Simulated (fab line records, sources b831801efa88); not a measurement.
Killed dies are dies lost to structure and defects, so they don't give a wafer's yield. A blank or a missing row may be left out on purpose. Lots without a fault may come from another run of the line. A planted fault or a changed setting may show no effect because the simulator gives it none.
Which tool did it? | flow sky130 | 14 lots, 41 wafers sampled, at 4 steps of a route of 708

WHAT THE GAUGES READ, wafer by wafer
SKY_LDD_LDN_OVL_MEAS_07.
lot  | measured     | on         | LDD_LDN_OVL (nm)
L661 | day 23 19:16 | overlay-01 | -1.0 0.7 -0.2
L663 | day 24 10:58 | overlay-02 | 0.2 -0.5 1.7
L664 | day 24 20:34 | overlay-02 | -0.2 -0.8 -0.8
L666 | day 25 13:36 | overlay-02 | -2.1 -0.8 -1.8
L667 | day 26 02:25 | overlay-02 | -0.5 -0.9 -1.6
L669 | day 26 18:10 | overlay-02 | -0.8 -1.2 -1.2
L670 | day 26 18:53 | overlay-02 | -3.8 -3.1 -3.1
L671 | day 27 07:52 | overlay-02 | -0.7 -2.1 -1.7
L678 | day 30 11:51 | overlay-01 | -2.1 -2.4 -1.2
L676 | day 30 13:24 | overlay-01 | 0.3 -0.2 -1.9
L680 | day 30 13:42 | overlay-02 | -3.6 -1.5 -2.8
L677 | day 30 14:41 | overlay-02 | -3.8 -0.9
L681 | day 30 14:57 | overlay-02 | -1.1 -2.5 -1.8
L682 | day 31 01:34 | overlay-01 | -0.2 1.1 0.5

SKY_METAL1_CD_MEAS_15: target cd 140 nm.
lot  | measured     | on        | cd_nm (nm)
L661 | day 33 17:05 | cd_sem-02 | 140.1 137.3 138.0
L663 | day 34 03:49 | cd_sem-02 | 139.2 137.5 140.4
L664 | day 34 13:37 | cd_sem-01 | 139.0 140.2 139.6
L666 | day 35 05:31 | cd_sem-01 | 136.5 137.0 137.7
L667 | day 35 16:25 | cd_sem-01 | 139.1 141.3 139.5
L669 | day 36 05:39 | cd_sem-02 | 139.5 139.3 141.1
L670 | day 36 07:10 | cd_sem-02 | 136.1 136.5 136.1
L671 | day 36 18:29 | cd_sem-01 | 139.7 139.7 137.5
L678 | day 39 11:58 | cd_sem-02 | 140.9 140.8 141.5
L676 | day 39 15:51 | cd_sem-02 | 140.3 140.1 139.3
L680 | day 39 17:11 | cd_sem-01 | 140.2 140.4 140.1
L677 | day 39 18:04 | cd_sem-02 | 139.0 137.7
L681 | day 39 18:46 | cd_sem-01 | 139.5 139.2 139.4
L682 | day 40 01:03 | cd_sem-01 | 135.8 136.6 136.1

SKY_VIA1_THK_MEAS_01.
lot  | measured     | on            | VIA1_HDPCVD_THK (nm)
L661 | day 33 18:11 | film_metro-02 | 1012 1020 1035
L663 | day 34 04:54 | film_metro-04 | 1044 1040 1047
L664 | day 34 14:43 | film_metro-04 | 1013 1058 1045
L666 | day 35 06:46 | film_metro-02 | 1048 1035 1023
L667 | day 35 17:28 | film_metro-02 | 1029 1018 1031
L669 | day 36 06:41 | film_metro-04 | 1040 1045 1019
L670 | day 36 08:14 | film_metro-03 | 1040 1017 1016
L671 | day 36 19:32 | film_metro-03 | 1034 1036 1032
L678 | day 39 13:01 | film_metro-04 | 1002 1014 1008
L676 | day 39 16:54 | film_metro-04 | 1063 1055 1026
L680 | day 39 18:15 | film_metro-02 | 1005 1001 1001
L677 | day 39 19:08 | film_metro-03 | 1061 1045
L681 | day 39 19:52 | film_metro-04 | 1042 1041 1036
L682 | day 40 02:05 | film_metro-03 | 1045 1057 1039

WHICH TOOL RAN EACH LOT (tool, then ch and the chambers of the sampled wafers, then the start)
lot  | SKY_CONTACT_CMP_04
L661 | cmp-01 ch 0,1,2, day 31 10:09
L663 | cmp-02 ch 0,1,3, day 31 19:26
L664 | cmp-02 ch 0,1, day 32 06:24
L666 | cmp-02 ch 1,2, day 32 22:35
L667 | cmp-01 ch 0,3, day 33 09:52
L669 | cmp-02 ch 0,2,3, day 33 23:35
L670 | cmp-02 ch 0,1,2, day 34 01:02
L671 | cmp-02 ch 0,1,2, day 34 13:55
L678 | cmp-01 ch 0,1,3, day 37 08:43
L676 | cmp-02 ch 0,1,2, day 37 11:08
L680 | cmp-01 ch 1,2,3, day 37 12:47
L677 | cmp-02 ch 2, day 37 13:31
L681 | cmp-02 ch 1,2,3, day 37 14:13
L682 | cmp-02 ch 1,2,3, day 37 20:16
- SKY_CONTACT_CMP_04: polishes SiO2.

WHAT THE TOOLS THEMSELVES READ (means of the sampled wafers that have a number; where no wafer has one, the mark that the record gives instead)
SKY_CONTACT_CMP_04.
lot  | tool   | head_pressure_psi (psi) | motor_current_A (A) | slurry_filter_dp_kPa (kPa) | slurry_flow_ml_min | time_to_endpoint_s (s)
L661 | cmp-01 | 4.007                   | 12.8                | 13.50                      | 149.6              | 83
L663 | cmp-02 | 4.002                   | 12.3                | 13.34                      | 149.8              | 87
L664 | cmp-02 | 3.994                   | 12.8                | 13.60                      | 150.1              | 84
L666 | cmp-02 | 4.001                   | 11.6                | 13.56                      | 150.3              | 86
L667 | cmp-01 | 4.005                   | 13.7                | 13.46                      | 150.1              | 89
L669 | cmp-02 | 3.748                   | 11.6                | 13.44                      | 149.9              | 90
L670 | cmp-02 | 3.748                   | 11.5                | 13.50                      | 150.1              | 89
L671 | cmp-02 | 3.753                   | 11.3                | 13.48                      | 150.3              | 90
L678 | cmp-01 | 4.004                   | 13.5                | 13.37                      | 149.7              | 84
L676 | cmp-02 | 4.005                   | 12.2                | 13.50                      | 149.9              | 80
L680 | cmp-01 | 3.996                   | 12.2                | 13.40                      | 150.0              | 83
L677 | cmp-02 | 3.994                   | 11.4                | 13.46                      | 150.1              | 88
L681 | cmp-02 | 4.002                   | 11.6                | 13.46                      | 149.4              | 82
L682 | cmp-02 | 4.006                   | 11.7                | 13.54                      | 150.4              | 81

THE ANSWER, worked out from the rows above alone
Rule: what is usual is taken from the lots themselves. Put in order of their means at a reading, lots are off if they are a third of the lots or fewer, leave a main group of 4 or more, and stand apart from it by a gap of 3 or more times the standard deviation of the main group's means; of several such gaps the widest counts. A main group whose means are all the same, to the digits that the tables above print for the reading, isn't used. A lot without any number at a reading at which 4 lots or more have one is off too. The other lots that the step has rows for count as sound. The gauges are gone through in route order, then the tools' own readings, and for those a lot's mean is taken as printed above. The first step at which some lot is off is used, and at that step the reading that is off furthest; a lot without a number counts as furthest.
Off: L669, L670, L671, at SKY_CONTACT_CMP_04 (head_pressure_psi). The main group: mean 4.001 psi, standard deviation 0.0045.
A tool fits if, at that step or a process step before it, it ran every lot that is off, and no sound lot after the first of them. None of those tried fits.

WHAT THE SIMULATOR HAD PUT IN
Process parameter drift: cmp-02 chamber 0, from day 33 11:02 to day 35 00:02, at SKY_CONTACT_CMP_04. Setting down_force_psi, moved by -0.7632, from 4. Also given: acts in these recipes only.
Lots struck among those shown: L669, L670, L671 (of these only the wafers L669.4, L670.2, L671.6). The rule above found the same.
